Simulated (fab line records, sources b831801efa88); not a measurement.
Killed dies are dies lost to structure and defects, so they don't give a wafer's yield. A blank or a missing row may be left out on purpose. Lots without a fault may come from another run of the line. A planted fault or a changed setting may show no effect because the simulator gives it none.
Which tool did it? | flow sky130 | 7 lots, 21 wafers sampled, at 2 steps of a route of 708

WHAT THE GAUGES READ, wafer by wafer
SKY_VT_ADJUST_NCORE_OVL_MEAS_08.
lot  | measured     | on         | VT_ADJUST_NCORE_OVL (nm)
L747 | day 8 22:50  | overlay-01 | 1.0 1.1 -0.3
L749 | day 9 14:29  | overlay-02 | -0.1 -0.7 0.3
L751 | day 9 22:17  | overlay-02 | -0.5 -0.2 0.4
L753 | day 10 11:56 | overlay-02 | -1.0 -2.3 0.2
L758 | day 11 21:16 | overlay-02 | 130.2 131.4 131.9 131.1 132.4 132.8
L763 | day 13 14:55 | overlay-01 | 129.8 129.2 129.0 130.8 130.2 129.7
L769 | day 15 04:34 | overlay-02 | 0.0 1.4 2.2

WHICH TOOL RAN EACH LOT (tool, then ch and the chambers of the sampled wafers, then the start)
lot  | SKY_VT_ADJUST_NCORE_EXPOSE_04
L747 | iline_stepper-01 ch 0, day 8 12:20
L749 | iline_stepper-01 ch 0, day 9 04:13
L751 | iline_stepper-01 ch 0, day 9 11:43
L753 | iline_stepper-02 ch 0, day 10 00:54
L758 | iline_stepper-01 ch 0, day 11 09:47
L763 | iline_stepper-01 ch 0, day 13 01:44
L769 | iline_stepper-02 ch 0, day 14 16:11
- SKY_VT_ADJUST_NCORE_EXPOSE_04: exposes mask LVTN COMPLEMENT THIN, target cd 380 nm.

THE ANSWER, worked out from the rows above alone
Rule: what is usual is taken from the lots themselves. Put in order of their means at a reading, lots are off if they are a third of the lots or fewer, leave a main group of 4 or more, and stand apart from it by a gap of 3 or more times the standard deviation of the main group's means; of several such gaps the widest counts. A main group whose means are all the same, to the digits that the tables above print for the reading, isn't used. A lot without any number at a reading at which 4 lots or more have one is off too. The other lots that the step has rows for count as sound.
Off: L758, L763, at SKY_VT_ADJUST_NCORE_OVL_MEAS_08 (VT_ADJUST_NCORE_OVL). The main group: mean 0.1 nm, standard deviation 0.76.
A tool fits if, at a process step before that reading, it ran every lot that is off, and no sound lot after the first of them. The gauges at SKY_VT_ADJUST_NCORE_OVL_MEAS_08 are tried like those tools. One fits: iline_stepper-01 at SKY_VT_ADJUST_NCORE_EXPOSE_04. Its last sound lot is L751 (day 9 11:43), its first lot that is off L758 (day 11 09:47): a fault that began between those two fits.

WHAT THE SIMULATOR HAD PUT IN
Scanner matching overlay: iline_stepper-01, from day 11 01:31 on, at SKY_VT_ADJUST_NCORE_EXPOSE_04. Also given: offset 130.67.
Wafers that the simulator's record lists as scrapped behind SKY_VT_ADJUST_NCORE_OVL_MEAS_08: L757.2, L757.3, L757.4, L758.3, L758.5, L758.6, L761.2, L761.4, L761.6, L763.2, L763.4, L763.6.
Lots struck among those shown: L758, L763. The rule above found the same.
